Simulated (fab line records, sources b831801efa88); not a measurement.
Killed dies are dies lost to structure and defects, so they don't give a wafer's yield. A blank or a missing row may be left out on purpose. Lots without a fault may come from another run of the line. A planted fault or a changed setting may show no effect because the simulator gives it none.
Problem report in the 8D (eight disciplines) form, filled by code | flow sky130 | the parts of the form that need people (team, actions taken, sign-off) are left out

1. THE PROBLEM
POLY_GATE_CVD_00_THK at SKY_POLY_GATE_THK_MEAS_01 reads a mean of 127.3 nm on 9 wafers of 3 lots; wafers without a fault read 179.7 nm with a standard deviation of 1.7. That is -31 standard deviations from the usual mean.
First seen on wafer L654.2, day 18 16:22, on film_metro-01. The record holds 36 wafers of 12 lots with a number at this step. Rule for "out", or "out of limits": more than 4 standard deviations from the usual mean. The other wafers with a number count as sound.

2. WHAT IT IS AND WHAT IT IS NOT
question                    | is                                          | is not
which readings at this step | POLY_GATE_CVD_00_THK                        | -
which lots                  | L654, L655, L656                            | L641, L642, L646, L647, L648, L649, L651, L652, L664
which wafers of those lots  | all that have a number                      | -
read on which gauges        | film_metro-01, film_metro-02, film_metro-03 | -
when                        | from day 18 16:22                           | up to then (24 sound wafers); but 3 sound wafers of L664 came after

3. SUSPECTS, AND WHAT RULES EACH OUT
Counting: a tool at a process step up to the reading stays a suspect if it ran every lot that is out and no sound lot after the first of them.
- the gauge at SKY_POLY_GATE_THK_MEAS_01: ruled out. The wafers that are out were read on 3 gauges (film_metro-01, film_metro-02, film_metro-03).
- lpcvd-01 at SKY_POLY_GATE_CVD_00 (deposits poly-Si, target thk 180 nm, time 720 s): ruled out as a lasting fault. Sound lots L664 ran on it after its first lot that is out, L654 (day 18 15:09).
Left after counting: nothing in the record.

4. THE CAUSE (what the simulator had put in)
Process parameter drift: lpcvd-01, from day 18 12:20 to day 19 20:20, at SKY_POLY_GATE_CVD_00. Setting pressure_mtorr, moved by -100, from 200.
Counting ruled it out, wrongly: the rule takes a fault to strike every lot that its tool runs from its start on, and this one did not.

5. THE CHAIN OF EFFECTS, in route order
Each row: a reading whose mean over the struck wafers that have a number lies more than 3 standard deviations from the usual. Only readings for which the record gives a usual standard deviation are gone through. hours: the time from each lot's start at the first step in this table that gives one to its start at this step, as a median over the lots. sigmas: the change in usual standard deviations.
hours | step                      | reading              | usual       | on struck wafers | change | sigmas
0     | SKY_POLY_GATE_CVD_00      | pressure_mtorr       | 199.9 mTorr | 100.0            | -99.9  | -99 or more
1     | SKY_POLY_GATE_THK_MEAS_01 | POLY_GATE_CVD_00_THK | 179.7 nm    | 127.3            | -52.4  | -31
64    | SKY_POLY_GATE_ETCH_17     | oes_product_au       | 0.984 a.u.  | 0.784            | -0.200 | -24
The process steps in it:
- SKY_POLY_GATE_CVD_00: deposits poly-Si, target thk 180 nm, time 720 s.
- SKY_POLY_GATE_ETCH_17: etches poly-Si in HBr/Cl2, stops on SiO2, target depth 180 nm, time 70.5 s.
Later measuring or inspecting steps at which every struck wafer that the step has a row for has a number for every such reading, and none has moved that far: SKY_CONTACT_THK_MEAS_26.

6. WHAT WOULD HAVE CAUGHT IT SOONER
In this record the first reading out of limits at a measuring or inspecting step was taken at day 18 16:22, 4 hours after the fault began at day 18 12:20.
The tool's own readings at SKY_POLY_GATE_CVD_00 were out on every struck wafer that the step has a row for (pressure_mtorr): an alarm limit on them would have fired on the first of those.
